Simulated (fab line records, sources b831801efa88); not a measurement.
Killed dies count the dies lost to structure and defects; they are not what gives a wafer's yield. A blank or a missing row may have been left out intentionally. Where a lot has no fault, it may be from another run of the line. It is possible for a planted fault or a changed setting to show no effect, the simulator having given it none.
fab line records -- flow sky130
record lots=8, wafers=24, lastDay=49
route steps=708 shown FIELD_ISO@3 NWELL@60 RES_PROTECT@214
lots that met no fault: from a run of the same line without faults
startH: start of the lot's first displayed wafer, in hours after the record's first day -- waitH: hours since the lot's step before -- " identical to the entry in the row above -- L1.1+2: a row that stands for several wafers -- - no value, or no start was given -- * or withheld: withheld -- < > ~ a bound
route shown NAME@n: names a module that has steps shown in the file, with the first one's number in the route -- usual: mean/standard deviation taken from wafers without a fault -- same: alike in all rows -- chamber/n: place in a boat -- sites: each site's reading -- _std_site: standard deviation across them -- _edge_site: outer sites' mean less inner sites' -- radiusMm: how far each site lies from the wafer's centre -- mask NAME#n: copy n -- behind: the tool/chamber that last shaped the wafer -- hold: what put the lot on hold/how long, in hours/how the hold closed -- device: transistor that didn't switch, given as n, p or np -- end of line: the same wafers' tests at the end of the route -- where a step has no rows: the recipe by itself -- killed: dies lost to structure and defects at the first sort, not the wafer's yield -- map: a wafer's dies, x killed, . not, _ none there
set.NAME: the setting that was run; set.NAME@STEP: the one run at that earlier step -- model.NAME: the simulator's own value behind a step, which no gauge read
the route's steps for a sample of lots (tables are steps, rows are wafers)
services: when a tool's chamber went out of use (startH, in hours from the record's first day, below 0 if earlier), for how many hours, and the reason
## steps
# step SKY_FIELD_ISO_THK_MEAS_02
# recipe reads=SiO2_of_FIELD_ISO_OXIDATION_01
# usual FIELD_ISO_OXIDATION_00_THK=11.88/0.22
lot.wafer,tool,chamber,startH,waitH,FIELD_ISO_OXIDATION_00_THK[nm]
L479.1,filmMetro-04,-,11.63,0.0,12.07
L479.2,filmMetro-04,-,11.63,0.0,12.14
L479.5,filmMetro-04,-,11.63,0.0,12.09
L480.2,filmMetro-04,-,17.11,0.0,12.21
L480.3,filmMetro-04,-,17.11,0.0,12.28
L480.5,filmMetro-04,-,17.11,0.0,12.26
L481.2,filmMetro-04,-,23.40,0.0,12.18
L481.4,filmMetro-04,-,23.40,0.0,12.16
L481.6,filmMetro-04,-,23.40,0.0,12.22
L484.2,filmMetro-02,-,37.40,0.0,12.28
L484.4,filmMetro-02,-,37.40,0.0,12.38
L484.5,filmMetro-02,-,37.40,0.0,12.17
L490.1,filmMetro-02,-,66.63,0.0,11.66
L490.4,filmMetro-02,-,66.63,0.0,11.57
L490.5,filmMetro-02,-,66.63,0.0,11.56
L491.2,filmMetro-04,-,71.64,0.0,12.15
L491.5,filmMetro-04,-,71.64,0.0,12.14
L491.6,filmMetro-04,-,71.64,0.0,12.06
L494.2,filmMetro-03,-,86.64,0.0,11.94
L494.4,filmMetro-03,-,86.64,0.0,11.65
L494.6,filmMetro-03,-,86.64,0.0,11.72
L498.2,filmMetro-03,-,107.69,0.0,11.84
L498.3,filmMetro-03,-,107.69,0.0,11.95
L498.4,filmMetro-03,-,107.69,0.0,11.67
# step SKY_FIELD_ISO_CMP_27
# recipe stopOn=Si3N4, tOverpolishS=16, downForcePsi=4, platenRpm=60, targetThkNm=457.8, padVelocityMS=0.94248
# usual edgeZonePressureFrac=1.000/0.0052, motorCurrentA=11.4/1.1, overpolishRunS=16.000/0.0091, timeToEndpointS=113/3.7
lot.wafer,tool,chamber,startH,waitH,edgeZonePressureFrac,motorCurrentA,overpolishRunS,timeToEndpointS
L479.1,cmp-02,1,35.33,0.0,1.007,9.8,16.000,120
L479.2,cmp-02,0,35.33,0.0,0.995,11.4,15.999,115
L479.5,cmp-02,2,35.33,0.0,1.011,13.4,15.995,116
L480.3,cmp-01,2,41.08,0.1,0.998,10.5,16.004,111
L480.2,cmp-01,3,41.08,0.1,0.992,10.4,15.979,119
L480.5,cmp-01,1,41.08,0.1,0.999,12.2,15.993,115
L481.4,cmp-01,3,48.42,0.3,1.002,10.0,15.998,113
L481.2,cmp-01,0,48.42,0.3,0.999,13.3,16.003,111
L481.6,cmp-01,1,48.42,0.3,0.995,11.4,16.013,113
L484.2,cmp-02,2,58.64,0.1,0.994,12.7,16.002,105
L484.4,cmp-02,0,58.64,0.1,0.999,11.0,15.998,113
L484.5,cmp-02,1,58.64,0.1,1.002,9.7,15.996,111
L490.4,cmp-01,0,92.40,0.0,0.991,12.0,15.997,114
L490.1,cmp-01,2,92.40,0.0,0.995,11.6,16.009,115
L490.5,cmp-01,1,92.40,0.0,0.994,11.1,15.996,114
L491.2,cmp-01,3,98.18,0.1,1.011,10.1,15.994,113
L491.6,cmp-01,1,98.18,0.1,1.004,11.6,16.002,112
L491.5,cmp-01,2,98.18,0.1,1.003,10.8,15.998,113
L494.2,cmp-01,2,111.14,0.1,1.003,10.8,15.987,111
L494.4,cmp-01,3,111.14,0.1,0.992,10.6,16.021,113
L494.6,cmp-01,2,111.14,0.1,0.997,10.9,16.008,113
L498.2,cmp-02,2,133.13,0.0,1.002,12.7,16.003,110
L498.4,cmp-02,3,133.13,0.0,1.001,10.8,16.016,117
L498.3,cmp-02,0,133.13,0.0,1.012,12.0,16.002,114
# step SKY_NWELL_EXPOSE_07
# recipe maskId=NWM, na=0.6, sourceShape=conventional, sigmaOuter=0.6, polarization=unpolarized, targetCdNm=840, doseMj=255
# usual exposureDoseMJCm2=254.98/0.29
lot.wafer,tool,chamber,startH,waitH,mask,exposureDoseMJCm2
L479.1,ilineStepper-01,0,77.46,-,NWM#0,254.36
L479.2,ilineStepper-01,0,77.46,-,NWM#0,254.90
L479.5,ilineStepper-01,0,77.46,-,NWM#0,254.70
L480.2,ilineStepper-01,0,84.79,-,NWM#0,255.12
L480.3,ilineStepper-01,0,84.79,-,NWM#0,255.04
L480.5,ilineStepper-01,0,84.79,-,NWM#0,255.15
L481.2,ilineStepper-02,0,92.50,-,NWM#0,255.11
L481.4,ilineStepper-02,0,92.50,-,NWM#0,255.08
L481.6,ilineStepper-02,0,92.50,-,NWM#0,255.26
L484.2,ilineStepper-01,0,103.34,-,NWM#0,254.78
L484.4,ilineStepper-01,0,103.34,-,NWM#0,254.90
L484.5,ilineStepper-01,0,103.34,-,NWM#0,254.51
L490.1,ilineStepper-01,0,141.58,-,NWM#0,279.73
L490.4,ilineStepper-01,0,141.58,-,NWM#0,279.63
L490.5,ilineStepper-01,0,141.58,-,NWM#0,280.16
L491.2,ilineStepper-01,0,147.28,-,NWM#0,280.26
L491.5,ilineStepper-01,0,147.28,-,NWM#0,279.86
L491.6,ilineStepper-01,0,147.28,-,NWM#0,279.92
L494.2,ilineStepper-02,0,162.60,-,NWM#0,255.27
L494.4,ilineStepper-02,0,162.60,-,NWM#0,254.34
L494.6,ilineStepper-02,0,162.60,-,NWM#0,254.07
L498.2,ilineStepper-02,0,184.36,-,NWM#0,254.88
L498.3,ilineStepper-02,0,184.36,-,NWM#0,255.16
L498.4,ilineStepper-02,0,184.36,-,NWM#0,254.92
# step SKY_RES_PROTECT_STRIP_07
# recipe chemistry=O2/N2, powerW=1400, pressureMtorr=1500, platenTempC=withheld, o2FlowSccm=3000, n2FlowSccm=300, overashFraction=0.5
# usual drypumpMotorCurrentA=5.5/0.34, oesProductAu=0.518/0.0049, stripTimeToEndpointS=23.30/0.039
lot.wafer,tool,chamber,startH,waitH,drypumpMotorCurrentA,oesProductAu,rfHoursCounterH,stripTimeToEndpointS
L479.1,plasmaAsher-04,1,328.79,0.1,4.9,0.523,53,23.31
L479.2,plasmaAsher-04,0,328.79,0.1,5.4,0.524,53,23.29
L479.5,plasmaAsher-04,1,328.79,0.1,4.9,0.523,-,23.32
L480.2,plasmaAsher-04,1,341.68,0.1,4.9,0.524,55,23.32
L480.3,plasmaAsher-04,0,341.68,0.1,5.4,0.518,-,23.31
L480.5,plasmaAsher-04,0,341.68,0.1,5.4,0.518,-,23.28
L481.2,plasmaAsher-02,0,352.37,0.1,5.7,0.526,23,23.31
L481.4,plasmaAsher-02,1,352.37,0.1,5.6,0.516,-,23.30
L481.6,plasmaAsher-02,0,352.37,0.1,5.7,0.516,-,23.30
L484.2,plasmaAsher-02,0,368.03,0.1,5.6,0.520,25,23.29
L484.4,plasmaAsher-02,1,368.03,0.1,5.6,0.520,-,23.27
L484.5,plasmaAsher-02,0,368.03,0.1,5.6,0.526,-,23.26
L490.1,plasmaAsher-04,1,432.24,0.1,4.9,0.513,64,23.27
L490.4,plasmaAsher-04,1,432.24,0.1,4.9,0.521,-,23.28
L490.5,plasmaAsher-04,1,432.24,0.1,4.9,0.513,-,23.30
L491.2,plasmaAsher-02,0,442.93,0.1,5.7,0.522,32,23.32
L491.5,plasmaAsher-02,0,442.93,0.1,5.6,0.519,-,23.38
L491.6,plasmaAsher-02,1,442.93,0.1,5.6,0.524,-,23.37
L494.2,plasmaAsher-02,0,461.58,0.1,5.7,0.519,34,23.35
L494.4,plasmaAsher-02,1,461.58,0.1,5.6,0.515,-,23.36
L494.6,plasmaAsher-02,0,461.58,0.1,5.7,0.516,-,23.39
L498.2,plasmaAsher-04,1,494.48,0.1,4.9,0.521,70,23.24
L498.3,plasmaAsher-04,1,494.48,0.1,4.9,0.510,-,23.26
L498.4,plasmaAsher-04,0,494.48,0.1,5.4,0.513,-,23.28
## services
tool,chamber,startH,hours,kind
cmp-01,-,17.97,9.7,pm
cmp-02,-,38.58,10.8,repair
ilineStepper-02,-,45.73,1.7,pm
ilineStepper-01,-,52.87,1.7,pm
cmp-01,-,68.95,0.3,repair
cmp-01,-,107.85,1.5,repair
plasmaAsher-02,-,108.75,9.0,pm
cmp-01,-,119.48,1.3,repair
cmp-01,-,150.73,4.0,pm
plasmaAsher-04,-,163.93,0.7,repair
ilineStepper-01,-,169.74,4.4,pm
cmp-01,-,173.95,5.4,pm
cmp-01,-,197.71,2.2,repair
cmp-01,-,232.06,4.0,pm
ilineStepper-01,-,260.90,2.1,pm
plasmaAsher-04,-,263.05,0.7,repair
ilineStepper-01,-,271.15,1.7,pm
cmp-01,-,276.23,0.7,repair
ilineStepper-01,-,330.54,1.8,repair
plasmaAsher-02,-,376.84,2.1,repair
ilineStepper-01,-,404.98,1.9,repair
cmp-01,-,458.01,15.4,pm
ilineStepper-01,-,465.29,3.4,repair
ilineStepper-01,-,490.47,1.7,pm
## key
firstSign step=SKY_NWELL_EXPOSE_07, reading=exposureDoseMJCm2, direction=up, sigmas=85, usual=*, struck=*
effect none on later readings
metAt SKY_NWELL_EXPOSE_07
struckLots L490,L491
testerLeftOut L490,L491
notActingAt SKY_FIELD_ISO_THK_MEAS_02,SKY_FIELD_ISO_CMP_27,SKY_RES_PROTECT_STRIP_07
onsetBetween 103.34 141.58
fault kind=processParameterDrift, tool=ilineStepper-01, chamber=-, onsetH=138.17, steps=SKY_NWELL_EXPOSE_07, channel=doseMj, offset=24.793, shape=step, actsIn=theseRecipesOnly, stated=255
# testerLeftOut: of these lots the tester's yield and bins aren't shown, on N5 and GAA mostly nor the transistor test; their killed dies are dies lost to structure and defects alone, not to doping, threshold or leakage, so they don't give the yield
